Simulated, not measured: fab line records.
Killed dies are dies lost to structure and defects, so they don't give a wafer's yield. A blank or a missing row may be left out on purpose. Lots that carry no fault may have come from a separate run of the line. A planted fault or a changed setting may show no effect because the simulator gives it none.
8D (eight disciplines) problem report, filled in by code    flow sky130    the parts of the form that need people (team, actions taken, sign-off) are left out

== 1. THE PROBLEM ==
Mean LDD_HVP_TW at SKY_LDD_HVP_TW_MEAS_10: 522 over 6 wafers in 2 lots; fault-free wafers: 450, standard deviation 3.7. Relative to the usual mean, that is a shift of +19 standard deviations.
First seen on wafer L324.3, day 25 09:29, on film-metro-01. At this step, 36 wafers from 12 lots have a number in the record. The rule behind "out" and "out of limits": a value lying over 4 standard deviations away from the usual mean. All remaining wafers that have a number are taken as sound.

== 2. WHAT THIS IS AND IS NOT ==
question                     is                      is not
which readings at this step  LDD_HVP_TW              -
which lots                   L324, L325              L314, L315, L316, L317, L330, L332, L334, L335, L336, L337
which wafers of those lots   all that have a number  -
read on which gauges         film-metro-01           film-metro-03, film-metro-04
when                         from day 25 09:29       up to then (12 sound wafers); but 18 sound wafers of L330, L332, L334, L335, L336, L337 came after

== 3. THE SUSPECTS, EACH WITH WHAT RULES IT OUT ==
Counting: a tool stays on the suspect list if, at a process step up to the reading, it processed all lots that are out and no sound lot following the first of them.
- the gauge at SKY_LDD_HVP_TW_MEAS_10: ruled out. All the wafers that are out were read on film-metro-01, but those of them that SKY_LDD_HVP_IMPLANT_08 has rows for are out there too, on other tools.
- implanter-04 at SKY_LDD_HVP_IMPLANT_08: ruled out as a lasting fault. The sound lots L336, L337 went through it after L324, its earliest lot that is out (day 25 09:16).
Left after counting: nothing in the record.

== 4. THE CAUSE (what the simulator had put in) ==
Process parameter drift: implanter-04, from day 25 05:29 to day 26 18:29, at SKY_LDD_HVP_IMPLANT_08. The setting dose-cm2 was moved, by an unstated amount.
The count ruled it out by mistake, since the rule takes a fault to strike every lot its tool runs from the start of the fault on, and this one did not do so.

== 5. SEQUENCE OF EFFECTS, ordered by route ==
Rows list readings where the struck wafers' mean (over those with a number) sits beyond 3 standard deviations from the usual. Only readings whose record carries a usual standard deviation are examined. hours: median over the lots of the time between each lot's start at the first step of this table that gives one and its start at this step. sigmas: the change, counted in usual standard deviations.
hours  step                    reading             usual       on struck wafers  change       sigmas
0      SKY_LDD_HVP_IMPLANT_08  dose-ions-cm2       1.6998e+13  2.6069e+13        +9.0707e+12  +99 or more
0      SKY_LDD_HVP_IMPLANT_08  faraday-current-uA  95.9        145.7             +49.8        +26
0      SKY_LDD_HVP_TW_MEAS_10  LDD_HVP_TW          450         522               +72          +19
Here are the process steps it includes:
- SKY_LDD_HVP_IMPLANT_08

== 6. HOW IT WOULD HAVE BEEN CAUGHT EARLIER ==
Counted from the fault's start at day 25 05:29, it took 4 hours until the first out-of-limits reading at a measuring or inspecting step in this record, taken at day 25 09:29.
At SKY_LDD_HVP_IMPLANT_08, the tool's own readings (dose-ions-cm2, faraday-current-uA) were out on each struck wafer the step has a row for, so an alarm limit on them would have fired on the first such wafer.
